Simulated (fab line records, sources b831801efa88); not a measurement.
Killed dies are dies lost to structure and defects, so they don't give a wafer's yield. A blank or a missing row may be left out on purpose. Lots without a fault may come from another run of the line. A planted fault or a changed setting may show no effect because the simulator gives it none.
Tool commonality check | flow gf180mcu | 12 lots, 36 wafers sampled

WHY IT WAS OPENED
At GF_HV_LDD_TW_MEAS_38 the reading HV_LDD_3_TW is flagged on 2 of 12 lots. Wafers without a fault read 1425, standard deviation 6.9.
Rule: a lot is flagged when every wafer of it that has a number lies more than 4 standard deviations from that mean, or none has a number. The other lots count as sound.

lot  | measured     | on            | HV_LDD_3_TW, wafer by wafer | flag
L966 | day 11 21:55 | film_metro-01 | 1433 1422 1431              |
L968 | day 12 11:54 | film_metro-01 | 1408 1419 1420              |
L969 | day 12 23:19 | film_metro-04 | 1426 1428 1427              |
L970 | day 13 07:34 | film_metro-02 | 1545 1549 1543              | FLAGGED
L974 | day 14 12:32 | film_metro-01 | 1529 1527 1521              | FLAGGED
L979 | day 16 08:46 | film_metro-02 | 1435 1434 1435              |
L981 | day 16 23:22 | film_metro-02 | 1430 1429 1427              |
L982 | day 17 03:36 | film_metro-04 | 1416 1416 1418              |
L983 | day 17 18:16 | film_metro-02 | 1433 1431 1430              |
L985 | day 18 05:37 | film_metro-04 | 1413 1418 1417              |
L986 | day 18 12:30 | film_metro-02 | 1432 1416 1429              |
L988 | day 19 09:09 | film_metro-01 | 1423 1420 1425              |
The numbers of the flagged lots are 1536 on average: +111 against the usual, or +16 standard deviations.

WHICH TOOL RAN EACH LOT
The record holds 1 process step before the reading, out of a route of 602 steps. In each cell: the tool, then ch and the chambers that the sampled wafers went through, then the start.
lot  | flag    | GF_HV_LDD_IMPLANT_33
L966 |         | implanter-01 ch 0, day 11 21:14
L968 |         | implanter-01 ch 0, day 12 11:12
L969 |         | implanter-04 ch 0, day 12 22:38
L970 | FLAGGED | implanter-03 ch 0, day 13 06:27
L974 | FLAGGED | implanter-01 ch 0, day 14 11:32
L979 |         | implanter-01 ch 0, day 16 08:04
L981 |         | implanter-04 ch 0, day 16 22:40
L982 |         | implanter-01 ch 0, day 17 02:54
L983 |         | implanter-03 ch 0, day 17 17:36
L985 |         | implanter-03 ch 0, day 18 04:55
L986 |         | implanter-04 ch 0, day 18 11:48
L988 |         | implanter-01 ch 0, day 19 08:27
What these steps do:
- GF_HV_LDD_IMPLANT_33
- GF_HV_LDD_TW_MEAS_38

FLAGGED OVER TOTAL, TOOL BY TOOL (the gauges that took the reading come last)
step                 | tool          | lots run | flagged | share of the flagged lots | sound lots run after its first flagged lot
GF_HV_LDD_IMPLANT_33 | implanter-01  | 6        | 1       | some                      | 3 (L979,L982,L988)
GF_HV_LDD_IMPLANT_33 | implanter-03  | 3        | 1       | some                      | 2 (L983,L985)
GF_HV_LDD_IMPLANT_33 | implanter-04  | 3        | 0       | none                      | -
GF_HV_LDD_TW_MEAS_38 | film_metro-01 | 4        | 1       | some                      | 1 (L988)
GF_HV_LDD_TW_MEAS_38 | film_metro-02 | 5        | 1       | some                      | 4 (L979,L981,L983,L986)
GF_HV_LDD_TW_MEAS_38 | film_metro-04 | 3        | 0       | none                      | -

WHAT THE TABLE ALLOWS
No row of the table ran every flagged lot.

WHAT THE SIMULATOR HAD PUT IN
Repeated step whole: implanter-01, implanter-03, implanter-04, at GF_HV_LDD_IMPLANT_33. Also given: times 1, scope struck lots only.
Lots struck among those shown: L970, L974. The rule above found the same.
